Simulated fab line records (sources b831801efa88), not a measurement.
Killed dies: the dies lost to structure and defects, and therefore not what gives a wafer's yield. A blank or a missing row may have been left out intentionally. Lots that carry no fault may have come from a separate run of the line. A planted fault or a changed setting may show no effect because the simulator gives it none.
fab line records	flow sky130	part 1 of 2: steps 1 to 25 of 34
[record] lots = 5	wafers = 15	last-day = 49
route steps=708 shown SONOS_ONO@174 GATE_OXIDE@187 POLY_GATE@204 RES_PROTECT@206
lots with no fault: from the same line, run without faults
start-h: start of the lot's first displayed wafer, in hours after the record's first day	wait-h: how many hours have passed since the lot's step before this one	" unchanged from the row above	L1.1+2: several wafers, shown together as one row	- value missing, or start not given	* or withheld: withheld	< > ~ a bound
route shown NAME@n: NAME is a module with steps in the file, n the number in the route of the first one	usual: mean/standard deviation of fault-free wafers	same: alike in all rows	chamber/n: place in a boat	sites: readings site by site	_std_site: how widely they spread, as a standard deviation	_edge_site: mean of outer sites minus mean of inner sites	radius-mm: for every site, how far away it sits from the centre of the wafer	mask NAME#n: copy n	behind: the most recent tool/chamber to have shaped the wafer	hold: cause of the lot's hold/its duration in hours/its outcome	device: whichever transistor did not switch (one of n, p or np)	end of line: tests run on the same wafers once the route is complete	a step without rows: its recipe alone	killed: the dies lost at the first sort to structure and to defects; this is not the yield of the wafer	map: shows each die of a wafer: x if killed, . if not, _ if none is there
set.NAME: the setting that was run; set.NAME@STEP: the one run at that earlier step	model.NAME: the simulator's own value behind a step, which no gauge read
lots at selected steps of the route; one table per step, one row per wafer
services: from which hour (start-h, from the record's first day; less than 0 if before it) a tool's chamber was out of use, for how many hours, and why
[[steps]]
[step SKY_SONOS_ONO_DEHYDRATE_06]
[recipe] temp-c = 200	time-s = 60
[usual] exhaust-pa = 45.0/0.8
lot.wafer	tool	chamber	start-h	wait-h	exhaust-pa
L076.1	litho-track-04	0	285.18	10.7	44.4
L076.2	"	0	"	"	46.2
L076.4	"	0	"	"	45.7
L078.1	litho-track-04	0	302.43	12.0	45.0
L078.4	"	0	"	"	46.6
L078.6	"	0	"	"	44.6
L082.3	litho-track-04	0	333.43	12.2	46.0
L082.4	"	0	"	"	44.9
L082.5	"	0	"	"	44.7
L087.1	litho-track-02	0	368.34	13.0	44.0
L087.4	"	0	"	"	45.0
L087.6	"	0	"	"	45.0
L091.2	litho-track-03	0	402.75	13.7	45.7
L091.5	"	0	"	"	45.5
L091.6	"	0	"	"	44.8
[step SKY_SONOS_ONO_HMDS_07]
[recipe] prime-time-s = 60	prime-temp-c = 120
[usual] exhaust-pa = 45.0/0.88	prime-temp-c = 119.98/0.16
lot.wafer	tool	chamber	start-h	wait-h	exhaust-pa	prime-temp-c
L076.1	litho-track-04	0	285.33	0.1	44.9	119.92
L076.2	"	0	"	"	44.5	119.99
L076.4	"	0	"	"	44.6	119.85
L078.1	litho-track-04	0	302.58	0.1	45.4	119.96
L078.4	"	0	"	"	45.3	120.08
L078.6	"	0	"	"	44.1	119.95
L082.3	litho-track-04	0	333.58	0.1	46.0	120.15
L082.4	"	0	"	"	46.0	120.11
L082.5	"	0	"	"	46.2	120.06
L087.1	litho-track-02	0	368.49	0.1	45.9	119.77
L087.4	"	0	"	"	45.0	120.02
L087.6	"	0	"	"	45.2	119.80
L091.2	litho-track-03	0	402.90	0.1	44.5	120.25
L091.5	"	0	"	"	44.7	120.00
L091.6	"	0	"	"	45.9	120.23
[step SKY_SONOS_ONO_COAT_08]
[recipe] resist = NOVOLAK	spin-rpm = 3000	resist-thk-nm = 1140
[usual] exhaust-pa = 44.9/0.86
lot.wafer	tool	chamber	start-h	wait-h	exhaust-pa
L076.1	litho-track-04	0	285.48	0.1	44.0
L076.2	"	0	"	"	44.1
L076.4	"	0	"	"	46.7
L078.1	litho-track-04	0	302.73	0.1	45.9
L078.4	"	0	"	"	44.4
L078.6	"	0	"	"	44.9
L082.3	litho-track-04	0	333.73	0.1	45.3
L082.4	"	0	"	"	45.4
L082.5	"	0	"	"	44.4
L087.1	litho-track-02	0	368.64	0.1	45.6
L087.4	"	0	"	"	46.2
L087.6	"	0	"	"	45.1
L091.2	litho-track-03	0	403.05	0.1	45.5
L091.5	"	0	"	"	45.4
L091.6	"	0	"	"	45.2
[step SKY_SONOS_ONO_SOFTBAKE_09]
[recipe] temp-c = 90	time-s = 60	resist = NOVOLAK
[usual] exhaust-pa = 44.9/0.91
lot.wafer	tool	chamber	start-h	wait-h	exhaust-pa
L076.1	litho-track-04	0	285.63	0.1	44.3
L076.2	"	0	"	"	44.2
L076.4	"	0	"	"	42.7
L078.1	litho-track-04	0	302.88	0.1	46.2
L078.4	"	0	"	"	46.0
L078.6	"	0	"	"	45.5
L082.3	litho-track-04	0	333.88	0.1	45.3
L082.4	"	0	"	"	45.6
L082.5	"	0	"	"	45.9
L087.1	litho-track-02	0	368.79	0.1	44.8
L087.4	"	0	"	"	44.3
L087.6	"	0	"	"	44.8
L091.2	litho-track-03	0	403.20	0.1	47.0
L091.5	"	0	"	"	45.7
L091.6	"	0	"	"	45.9
[step SKY_SONOS_ONO_EXPOSE_10]
[recipe] mask-id = ONOM	target-cd-nm = 410	na = 0.6	source-shape = conventional	sigma-outer = 0.6	dose-mj = 150
[same] na = 0.6
lot.wafer	tool	chamber	start-h	wait-h	mask
L076.1+2+4	iline-stepper-01	0	-	-	ONOM#0
L078.1+4+6	iline-stepper-01	0	-	-	ONOM#0
L082.3+4+5	iline-stepper-02	0	-	-	ONOM#0
L087.1+4+6	iline-stepper-02	0	-	-	ONOM#0
L091.2+5+6	iline-stepper-02	0	-	-	ONOM#0
[step SKY_SONOS_ONO_PEB_11]
[recipe] temp-c = withheld	time-s = *	resist = NOVOLAK
[usual] exhaust-pa = 45.0/1
lot.wafer	tool	chamber	start-h	wait-h	exhaust-pa
L076.1	litho-track-04	0	-	-	46.1
L076.2	"	0	"	"	45.7
L076.4	"	0	"	"	44.2
L078.1	litho-track-03	0	-	-	45.0
L078.4	"	0	"	"	44.8
L078.6	"	0	"	"	45.7
L082.3	litho-track-04	0	-	-	46.0
L082.4	"	0	"	"	45.4
L082.5	"	0	"	"	45.9
L087.1	litho-track-04	0	-	-	43.8
L087.4	"	0	"	"	44.7
L087.6	"	0	"	"	45.8
L091.2	litho-track-03	0	-	-	43.8
L091.5	"	0	"	"	44.1
L091.6	"	0	"	"	42.8
[step SKY_SONOS_ONO_DEVELOP_12]
[recipe] develop-time-s = 60	dev-temp-c = 23
[usual] exhaust-pa = 45.1/0.85
lot.wafer	tool	chamber	start-h	wait-h	exhaust-pa
L076.1	litho-track-04	0	298.98	0.1	46.1
L076.2	"	0	"	"	46.0
L076.4	"	0	"	"	46.4
L078.1	litho-track-03	0	315.52	0.1	45.2
L078.4	"	0	"	"	44.9
L078.6	"	0	"	"	45.3
L082.3	litho-track-04	0	347.98	0.1	45.3
L082.4	"	0	"	"	43.8
L082.5	"	0	"	"	46.1
L087.1	litho-track-04	0	382.83	0.1	43.5
L087.4	"	0	"	"	44.6
L087.6	"	0	"	"	45.3
L091.2	litho-track-03	0	418.20	0.1	45.0
L091.5	"	0	"	"	44.8
L091.6	"	0	"	"	44.1
[step SKY_SONOS_ONO_CD_MEAS_13]
[recipe] target-cd-nm = 410
[usual] cd-nm = 410.4/2.7
lot.wafer	tool	chamber	start-h	wait-h	cd-nm
L076.1	cd-sem-01	-	299.13	0.1	412.5
L076.2	"	-	"	"	410.6
L076.4	"	-	"	"	411.0
L078.1	cd-sem-02	-	315.67	0.1	410.1
L078.4	"	-	"	"	410.3
L078.6	"	-	"	"	406.6
L082.3	cd-sem-02	-	348.12	0.1	411.9
L082.4	"	-	"	"	410.0
L082.5	"	-	"	"	412.5
L087.1	cd-sem-01	-	382.98	0.1	407.4
L087.4	"	-	"	"	408.3
L087.6	"	-	"	"	408.1
L091.2	cd-sem-02	-	418.34	0.1	411.2
L091.5	"	-	"	"	410.1
L091.6	"	-	"	"	411.1
[step SKY_SONOS_ONO_OVL_MEAS_14]
[usual] SONOS_ONO_OVL = -0.9/1.7
lot.wafer	tool	chamber	start-h	wait-h	SONOS_ONO_OVL[nm]
L076.1	overlay-02	-	299.25	0.1	-1.0
L076.2	"	-	"	"	1.8
L076.4	"	-	"	"	-1.7
L078.1	overlay-01	-	315.79	0.1	-1.4
L078.4	"	-	"	"	-0.9
L078.6	"	-	"	"	-2.6
L082.3	overlay-01	-	348.21	0.1	-0.9
L082.4	"	-	"	"	-0.8
L082.5	"	-	"	"	0.7
L087.1	overlay-02	-	383.10	0.1	-1.2
L087.4	"	-	"	"	-1.6
L087.6	"	-	"	"	-1.3
L091.2	overlay-02	-	418.45	0.1	-0.7
L091.5	"	-	"	"	1.0
L091.6	"	-	"	"	2.9
[step SKY_SONOS_ONO_ETCH_15]
[recipe] target-depth-nm = 19.52	chemistry = CHF3/O2	source-w = 600	bias-w = 200	pressure-mtorr = 40	chf3-flow-sccm = 50	O2_flow_sccm = 5	time-s = 7.8
[usual] drypump-motor-current-A = 5.6/0.45	oes-product-au = 0.992/0.011	rf-fwd-power-W = 589/3	throttle-valve-pct = 8.822/0.0094
lot.wafer	tool	chamber	start-h	wait-h	drypump-motor-current-A	oes-product-au	rf-fwd-power-W	rf-hours-counter-h	throttle-valve-pct
L076.1	rie-diel-03	2	299.29	0.0	5.9	0.992	586	31	8.825
L076.2	"	0	"	"	6.0	1.002	595	95	8.824
L076.4	"	3	"	"	5.5	0.971	591	4	8.828
L078.1	rie-diel-03	1	315.83	0.0	4.9	0.985	585	73	8.845
L078.4	"	0	"	"	6.0	0.990	591	95	8.823
L078.6	"	2	"	"	5.9	0.997	583	-	8.840
L082.3	rie-diel-01	0	348.24	0.0	6.1	0.987	594	83	8.815
L082.4	"	2	"	"	5.2	1.004	587	3	8.807
L082.5	"	2	"	"	5.2	1.004	588	-	8.816
L087.1	rie-diel-04	1	383.14	0.0	5.0	0.993	592	9	8.822
L087.4	"	3	"	"	5.9	0.968	588	106	8.802
L087.6	"	2	"	"	6.2	0.982	588	-	8.822
L091.2	rie-diel-04	2	418.48	0.0	6.2	0.991	590	51	8.826
L091.5	"	3	"	"	6.0	0.994	586	-	8.805
L091.6	"	0	"	"	6.0	1.008	584	-	8.832
[step SKY_SONOS_ONO_WET_ETCH_16]
[recipe] chemistry = dHF	target-depth-nm = 14	dry = n2-spin	target = SiO2	dilution = 100:1	temp-c = 25	time-s = 280
[usual] bath-heat-duty-pct = 6.3/0.78
lot.wafer	tool	chamber	start-h	wait-h	bath-heat-duty-pct
L076.1	wet-bench-02	2	299.31	0.0	5.7
L076.2	"	2	"	"	5.7
L076.4	"	2	"	"	5.5
L078.1	wet-bench-02	3	315.85	0.0	6.7
L078.4	"	3	"	"	5.2
L078.6	"	3	"	"	5.9
L082.3	wet-bench-02	1	348.26	0.0	5.9
L082.4	"	1	"	"	5.3
L082.5	"	1	"	"	6.7
L087.1	wet-bench-01	2	383.16	0.0	5.3
L087.4	"	2	"	"	6.8
L087.6	"	2	"	"	5.9
L091.2	wet-bench-01	3	418.50	0.0	5.1
L091.5	"	3	"	"	5.9
L091.6	"	3	"	"	5.8
[step SKY_SONOS_ONO_STRIP_17]
[recipe] chemistry = O2/N2	power-w = 1400	pressure-mtorr = 1500	platen-temp-c = withheld	o2-flow-sccm = 3000	n2-flow-sccm = 300	overash-fraction = 0.5
[usual] drypump-motor-current-A = 5.8/0.46	oes-product-au = 0.710/0.0043	strip-time-to-endpoint-s = 14.11/0.038
lot.wafer	tool	chamber	start-h	wait-h	drypump-motor-current-A	oes-product-au	rf-hours-counter-h	strip-time-to-endpoint-s
L076.1	plasma-asher-01	1	299.39	0.0	5.7	0.718	55	14.15
L076.2	"	0	"	"	5.7	0.720	55	14.15
L076.4	"	1	"	"	5.7	0.712	-	14.13
L078.1	plasma-asher-02	0	315.94	0.0	6.6	0.712	53	14.06
L078.4	"	1	"	"	5.1	0.707	-	14.07
L078.6	"	0	"	"	6.7	0.711	-	14.06
L082.3	plasma-asher-01	0	348.38	0.0	5.7	0.711	-	14.10
L082.4	"	1	"	"	5.7	0.708	-	14.10
L082.5	"	1	"	"	5.7	0.709	-	14.14
L087.1	plasma-asher-01	1	383.24	0.0	5.6	0.719	63	14.19
L087.4	"	1	"	"	5.7	0.714	-	14.19
L087.6	"	0	"	"	5.7	0.704	-	14.15
L091.2	plasma-asher-02	1	418.59	0.0	5.1	0.707	62	14.10
L091.5	"	0	"	"	6.6	0.710	-	14.06
L091.6	"	1	"	"	5.1	0.714	-	14.07
[step SKY_SONOS_ONO_WET_ETCH_18]
[recipe] chemistry = H3PO4	target-depth-nm = 15	target = Si3N4	temp-c = 160	time-s = 172
[usual] bath-heat-duty-pct = 26.5/2.8
lot.wafer	tool	chamber	start-h	wait-h	bath-heat-duty-pct
L076.1	wet-bench-01	3	299.49	0.1	24.5
L076.2	"	3	"	"	24.8
L076.4	"	3	"	"	23.9
L078.1	wet-bench-04	0	316.04	0.1	24.4
L078.4	"	0	"	"	24.5
L078.6	"	0	"	"	26.2
L082.3	wet-bench-01	3	348.44	0.0	25.3
L082.4	"	3	"	"	25.1
L082.5	"	3	"	"	24.4
L087.1	wet-bench-02	3	383.34	0.1	26.8
L087.4	"	3	"	"	26.0
L087.6	"	3	"	"	25.5
L091.2	wet-bench-04	1	418.69	0.1	31.8
L091.5	"	1	"	"	33.2
L091.6	"	1	"	"	34.1
[step SKY_GATE_OXIDE_CLEAN_00]
[recipe] chemistry = SC1/SC2	mix = 1:4:20	temp-c = 70	time-s = 150	dry = n2-spin
[usual] bath-heat-duty-pct = 13.5/1.5
lot.wafer	tool	chamber	start-h	wait-h	bath-heat-duty-pct
L076.1	wet-bench-02	3	299.55	0.0	13.4
L076.2	"	3	"	"	13.4
L076.4	"	3	"	"	12.6
L078.1	wet-bench-01	2	316.09	0.0	13.1
L078.4	"	2	"	"	13.1
L078.6	"	2	"	"	13.2
L082.3	wet-bench-02	2	348.50	0.0	11.7
L082.4	"	2	"	"	12.7
L082.5	"	2	"	"	13.2
L087.1	wet-bench-04	1	383.40	0.0	17.2
L087.4	"	1	"	"	17.1
L087.6	"	1	"	"	16.0
L091.2	wet-bench-02	1	418.76	0.0	13.7
L091.5	"	1	"	"	12.3
L091.6	"	1	"	"	13.2
[step SKY_GATE_OXIDE_OXIDATION_01]
[recipe] temp-c = 900	ambient = O2	stabilise-s = 600	purge-s = 300	target-thk-a = 102.68	ox-time-s = 1473
[usual] spike-tc-centre-C = 900.9/0.94	spike-tc-lower-C = 900.7/1	zone-power-upper-pct = 18.27/0.3
lot.wafer	tool	chamber	start-h	wait-h	spike-tc-centre-C	spike-tc-lower-C	zone-power-upper-pct
L076.1	furnace-02	0	299.60	0.0	900.9	899.8	17.85
L076.2	"	0	"	"	901.5	899.5	17.94
L076.4	"	0	"	"	900.6	899.8	17.83
L078.1	furnace-01	0	316.63	0.5	900.9	900.2	18.45
L078.4	"	0	"	"	900.1	899.8	18.39
L078.6	"	0	"	"	900.5	902.5	18.32
L082.3	furnace-02	0	348.55	0.0	900.3	898.9	18.18
L082.4	"	0	"	"	903.9	900.6	17.89
L082.5	"	0	"	"	901.9	899.2	17.71
L087.1	furnace-01	0	383.51	0.1	900.3	901.2	18.37
L087.4	"	0	"	"	901.3	902.3	18.35
L087.6	"	0	"	"	902.4	901.4	18.43
L091.2	furnace-01	0	418.86	0.1	899.0	900.1	18.29
L091.5	"	0	"	"	903.0	900.6	18.44
L091.6	"	0	"	"	901.5	899.4	18.22
[step SKY_GATE_OXIDE_THK_MEAS_02]
[recipe] reads = SiO2_of_GATE_OXIDE_OXIDATION_01
[usual] GATE_OXIDE_OXIDATION_00_THK = 10.28/0.16
lot.wafer	tool	chamber	start-h	wait-h	GATE_OXIDE_OXIDATION_00_THK[nm]
L076.1	film-metro-03	-	301.01	0.0	10.08
L076.2	"	-	"	"	10.20
L076.4	"	-	"	"	10.24
L078.1	film-metro-02	-	318.04	0.0	10.38
L078.4	"	-	"	"	10.46
L078.6	"	-	"	"	10.35
L082.3	film-metro-01	-	349.98	0.0	10.23
L082.4	"	-	"	"	10.29
L082.5	"	-	"	"	10.05
L087.1	film-metro-03	-	384.92	0.0	10.29
L087.4	"	-	"	"	10.37
L087.6	"	-	"	"	10.29
L091.2	film-metro-03	-	420.28	0.0	10.33
L091.5	"	-	"	"	10.18
L091.6	"	-	"	"	10.51
[step SKY_GATE_OXIDE_DEHYDRATE_03]
[recipe] temp-c = 200	time-s = 60
[usual] exhaust-pa = 44.9/0.86
lot.wafer	tool	chamber	start-h	wait-h	exhaust-pa
L076.1	litho-track-02	0	312.29	11.3	45.1
L076.2	"	0	"	"	44.2
L076.4	"	0	"	"	46.3
L078.1	litho-track-01	0	330.56	12.5	44.2
L078.4	"	0	"	"	44.9
L078.6	"	0	"	"	44.5
L082.3	litho-track-02	0	362.69	12.7	44.6
L082.4	"	0	"	"	45.6
L082.5	"	0	"	"	44.2
L087.1	litho-track-03	0	398.82	13.9	43.9
L087.4	"	0	"	"	44.9
L087.6	"	0	"	"	44.5
L091.2	litho-track-01	0	435.34	15.1	44.3
L091.5	"	0	"	"	44.4
L091.6	"	0	"	"	45.1
[step SKY_GATE_OXIDE_HMDS_04]
[recipe] prime-time-s = 60	prime-temp-c = 120
[usual] exhaust-pa = 44.7/0.93	prime-temp-c = 120.01/0.15
lot.wafer	tool	chamber	start-h	wait-h	exhaust-pa	prime-temp-c
L076.1	litho-track-02	0	312.44	0.1	45.1	120.04
L076.2	"	0	"	"	44.7	120.00
L076.4	"	0	"	"	45.7	119.85
L078.1	litho-track-01	0	330.71	0.1	46.6	120.08
L078.4	"	0	"	"	45.8	120.25
L078.6	"	0	"	"	46.2	120.24
L082.3	litho-track-02	0	362.84	0.1	44.7	119.90
L082.4	"	0	"	"	46.0	120.13
L082.5	"	0	"	"	44.7	119.91
L087.1	litho-track-03	0	398.97	0.1	44.4	120.04
L087.4	"	0	"	"	44.6	120.12
L087.6	"	0	"	"	44.6	120.24
L091.2	litho-track-01	0	435.49	0.1	43.8	119.90
L091.5	"	0	"	"	44.9	120.08
L091.6	"	0	"	"	44.0	119.97
[step SKY_GATE_OXIDE_COAT_05]
[recipe] resist = NOVOLAK	spin-rpm = 3000	resist-thk-nm = 1140
[usual] exhaust-pa = 44.8/0.78
lot.wafer	tool	chamber	start-h	wait-h	exhaust-pa
L076.1	litho-track-02	0	312.59	0.1	45.2
L076.2	"	0	"	"	45.8
L076.4	"	0	"	"	44.8
L078.1	litho-track-01	0	330.86	0.1	45.8
L078.4	"	0	"	"	45.3
L078.6	"	0	"	"	44.7
L082.3	litho-track-02	0	362.99	0.1	44.8
L082.4	"	0	"	"	44.6
L082.5	"	0	"	"	44.8
L087.1	litho-track-03	0	399.12	0.1	43.4
L087.4	"	0	"	"	43.8
L087.6	"	0	"	"	44.3
L091.2	litho-track-01	0	435.64	0.1	43.8
L091.5	"	0	"	"	44.9
L091.6	"	0	"	"	45.1
[step SKY_GATE_OXIDE_SOFTBAKE_06]
[recipe] temp-c = 90	time-s = 60	resist = NOVOLAK
[usual] exhaust-pa = 45.0/0.94
lot.wafer	tool	chamber	start-h	wait-h	exhaust-pa
L076.1	litho-track-02	0	312.74	0.1	44.5
L076.2	"	0	"	"	46.2
L076.4	"	0	"	"	45.0
L078.1	litho-track-01	0	331.01	0.1	44.7
L078.4	"	0	"	"	45.1
L078.6	"	0	"	"	44.3
L082.3	litho-track-02	0	363.14	0.1	44.7
L082.4	"	0	"	"	45.5
L082.5	"	0	"	"	46.7
L087.1	litho-track-03	0	399.27	0.1	44.1
L087.4	"	0	"	"	44.6
L087.6	"	0	"	"	43.9
L091.2	litho-track-01	0	435.79	0.1	45.2
L091.5	"	0	"	"	46.2
L091.6	"	0	"	"	44.9
[step SKY_GATE_OXIDE_EXPOSE_07]
[recipe] mask-id = LVOM	na = 0.6	source-shape = conventional	sigma-outer = 0.6	polarization = unpolarized	target-cd-nm = 600	dose-mj = 170
[same] na = 0.6
lot.wafer	tool	chamber	start-h	wait-h	mask
L076.1+2+4	iline-stepper-02	0	-	-	LVOM#0
L078.1+4+6	iline-stepper-02	0	-	-	LVOM#0
L082.3+4+5	iline-stepper-02	0	-	-	LVOM#0
L087.1+4+6	iline-stepper-01	0	-	-	LVOM#0
L091.2+5+6	iline-stepper-02	0	-	-	LVOM#0
[step SKY_GATE_OXIDE_PEB_08]
[recipe] temp-c = withheld	time-s = *	resist = NOVOLAK
[usual] exhaust-pa = 44.9/0.83
lot.wafer	tool	chamber	start-h	wait-h	exhaust-pa
L076.1	litho-track-03	0	-	-	44.9
L076.2	"	0	"	"	43.2
L076.4	"	0	"	"	43.5
L078.1	litho-track-02	0	-	-	45.8
L078.4	"	0	"	"	46.4
L078.6	"	0	"	"	44.3
L082.3	litho-track-01	0	-	-	44.1
L082.4	"	0	"	"	45.1
L082.5	"	0	"	"	45.3
L087.1	litho-track-02	0	-	-	46.8
L087.4	"	0	"	"	44.0
L087.6	"	0	"	"	44.7
L091.2	litho-track-01	0	-	-	44.5
L091.5	"	0	"	"	45.0
L091.6	"	0	"	"	44.3
[step SKY_GATE_OXIDE_DEVELOP_09]
[recipe] resist = NOVOLAK	developer = TMAH	develop-time-s = 60	dev-temp-c = 23
[usual] exhaust-pa = 45.0/0.84
lot.wafer	tool	chamber	start-h	wait-h	exhaust-pa
L076.1	litho-track-03	0	325.92	0.1	44.8
L076.2	"	0	"	"	45.6
L076.4	"	0	"	"	44.7
L078.1	litho-track-02	0	344.14	0.1	45.1
L078.4	"	0	"	"	45.0
L078.6	"	0	"	"	44.3
L082.3	litho-track-01	0	377.21	0.1	45.1
L082.4	"	0	"	"	44.9
L082.5	"	0	"	"	45.7
L087.1	litho-track-02	0	414.69	0.1	43.7
L087.4	"	0	"	"	44.0
L087.6	"	0	"	"	44.0
L091.2	litho-track-01	0	450.54	0.1	45.0
L091.5	"	0	"	"	44.9
L091.6	"	0	"	"	44.4
[step SKY_GATE_OXIDE_OVL_MEAS_10]
[usual] GATE_OXIDE_OVL = 0.5/1.3
lot.wafer	tool	chamber	start-h	wait-h	GATE_OXIDE_OVL[nm]
L076.1	overlay-01	-	326.07	0.1	0.5
L076.2	"	-	"	"	1.3
L076.4	"	-	"	"	0.9
L078.1	overlay-01	-	344.29	0.1	1.2
L078.4	"	-	"	"	1.4
L078.6	"	-	"	"	-0.5
L082.3	overlay-01	-	377.33	0.1	0.6
L082.4	"	-	"	"	0.4
L082.5	"	-	"	"	0.0
L087.1	overlay-01	-	414.84	0.1	0.1
L087.4	"	-	"	"	-0.1
L087.6	"	-	"	"	0.8
L091.2	overlay-02	-	450.67	0.1	1.4
L091.5	"	-	"	"	3.5
L091.6	"	-	"	"	0.3
[step SKY_GATE_OXIDE_IMPLANT_11]
[recipe] species = B	energy-kev = 10	dose-cm2 = 2.6e+12	tilt-deg = withheld
[same] implant-ion-amu = 11
lot.wafer	tool	chamber	start-h	wait-h
L076.1+2+4	implanter-01	0	326.11	0.0
L078.1+4+6	implanter-03	0	344.33	0.0
L082.3+4+5	implanter-01	0	377.40	0.1
L087.1+4+6	implanter-04	0	414.87	0.0
L091.2+5+6	implanter-04	0	450.73	0.0
